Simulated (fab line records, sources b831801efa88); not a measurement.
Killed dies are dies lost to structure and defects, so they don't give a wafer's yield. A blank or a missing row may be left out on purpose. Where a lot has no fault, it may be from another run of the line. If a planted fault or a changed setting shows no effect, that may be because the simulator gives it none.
Matching of chambers + flow sfqLine + SFQ_TRILAYER_I0_DEP_PECVD_027 on pecvd-02: 3 sister chambers
The step deposits SiO2 from SiH4/N2O, time 111.11 s, target thk 500 nm. 5 wafers are shown with their chamber, then 9 later ones without.

## EACH WAFER AND ITS CHAMBER
| wafer  | chamber | throttleValvePct (%) | heaterPowerW (W) |
|--------|---------|----------------------|------------------|
| L686.1 | 1       | 25.3                 | 95               |
| L697.3 | 0       | 24.7                 | 89               |
| L698.4 | 2       | 23.8                 | 76               |
| L698.5 | 0       | 24.8                 | 87               |
| L698.6 | 2       | 23.8                 | 80               |

## WAFERS WITHOUT THEIR CHAMBER
| wafer  | throttleValvePct (%) | heaterPowerW (W) |
|--------|----------------------|------------------|
| L701.2 | 25.2                 | 95               |
| L701.4 | 23.9                 | 85               |
| L701.6 | 25.3                 | 80               |
| L705.2 | 23.7                 | 76               |
| L705.3 | 25.3                 | 82               |
| L705.6 | 25.5                 | 85               |
| L706.1 | 25.1                 | 94               |
| L706.3 | 24.9                 | 78               |
| L706.5 | 25.5                 | 79               |

## CHAMBER TAKEN BY EACH
| wafer  | from the rows above | in truth |
|--------|---------------------|----------|
| L701.2 | 1                   | 1        |
| L701.4 | 2                   | 2        |
| L701.6 | 1                   | 1        |
| L705.2 | 2                   | 2        |
| L705.3 | 1                   | 1        |
| L705.6 | 1                   | 1        |
| L706.1 | 1                   | 1        |
| L706.3 | 0                   | 0        |
| L706.5 | 1                   | 1        |
9 of 9 placed correctly. Number that these rows cannot place: 0. 0 placed wrongly.
How it was worked out, from the rows above alone: a wafer's distance from a chamber is the root of the sum, over the readings, of the square of ((its reading less the chamber's mean) divided by the reading's scatter). The wafer belongs to the nearest chamber; if the next one is less than 2 further off, it can't be placed. For every chamber, the mean is computed from those of its wafers that are shown. The scatter: the root of (the sum of the squares of (reading less its chamber's mean) over the shown wafers, divided by (wafers less chambers)).
